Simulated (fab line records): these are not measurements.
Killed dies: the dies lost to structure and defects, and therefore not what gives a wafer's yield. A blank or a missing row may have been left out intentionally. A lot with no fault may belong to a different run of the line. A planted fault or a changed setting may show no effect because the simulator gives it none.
The tool behind it: which one? / flow gf180mcu / Sampling: 7 lots, 21 wafers, 2 of 602 route steps

== WHAT THE GAUGES READ, wafer by wafer ==
GF_M1_OVL_MEAS_15.
lot=L385; measured=day 18 06:11; on=overlay-01; M1_OVL (nm)=4 -8 3
lot=L387; measured=day 19 03:03; on=overlay-02; M1_OVL (nm)=8 4 3
lot=L392; measured=day 20 20:29; on=overlay-01; M1_OVL (nm)=-16 -16 -3
lot=L397; measured=day 22 14:15; on=overlay-02; M1_OVL (nm)=-8 -8 -13
lot=L400; measured=day 23 14:20; on=overlay-01; M1_OVL (nm)=-12 -7 1
lot=L402; measured=day 24 04:35; on=overlay-02; M1_OVL (nm)=2 6 9
lot=L405; measured=day 25 03:29; on=overlay-01; M1_OVL (nm)=2 -1 3

== WHICH TOOL RAN EACH LOT (tool, then ch and the chambers of the sampled wafers, then the start) ==
lot=L385; GF_HV_LDD_EXPOSE_28=iline stepper-02 ch 0, day 12 02:11
lot=L387; GF_HV_LDD_EXPOSE_28=iline stepper-01 ch 0, day 12 19:32
lot=L392; GF_HV_LDD_EXPOSE_28=iline stepper-01 ch 0, day 14 04:49
lot=L397; GF_HV_LDD_EXPOSE_28=iline stepper-01 ch 0, day 15 20:47
lot=L400; GF_HV_LDD_EXPOSE_28=iline stepper-01 ch 0, day 16 19:12
lot=L402; GF_HV_LDD_EXPOSE_28=iline stepper-02 ch 0, day 17 11:31
lot=L405; GF_HV_LDD_EXPOSE_28=iline stepper-02 ch 0, day 18 10:04
- GF_HV_LDD_EXPOSE_28: exposes mask Nplus HV AREA, target cd 400 nm.

== THE ANSWER, worked out from the rows above alone ==
Rule: the lots themselves supply what counts as usual. Put in order of their means at a reading, lots are off if they are a third of the lots or fewer, leave a main group of 4 or more, and stand apart from it by a gap of 3 or more times the standard deviation of the main group's means; of several such gaps the widest counts. The tables above print the reading to a certain number of digits; a main group whose means all agree to those digits is not used. A lot without any number at a reading at which 4 lots or more have one is off too. Any other lot the step has rows for is counted as sound.
No lot is off on any of the readings shown, so nothing can be concluded from this.

== WHAT THE SIMULATOR PUT IN ==
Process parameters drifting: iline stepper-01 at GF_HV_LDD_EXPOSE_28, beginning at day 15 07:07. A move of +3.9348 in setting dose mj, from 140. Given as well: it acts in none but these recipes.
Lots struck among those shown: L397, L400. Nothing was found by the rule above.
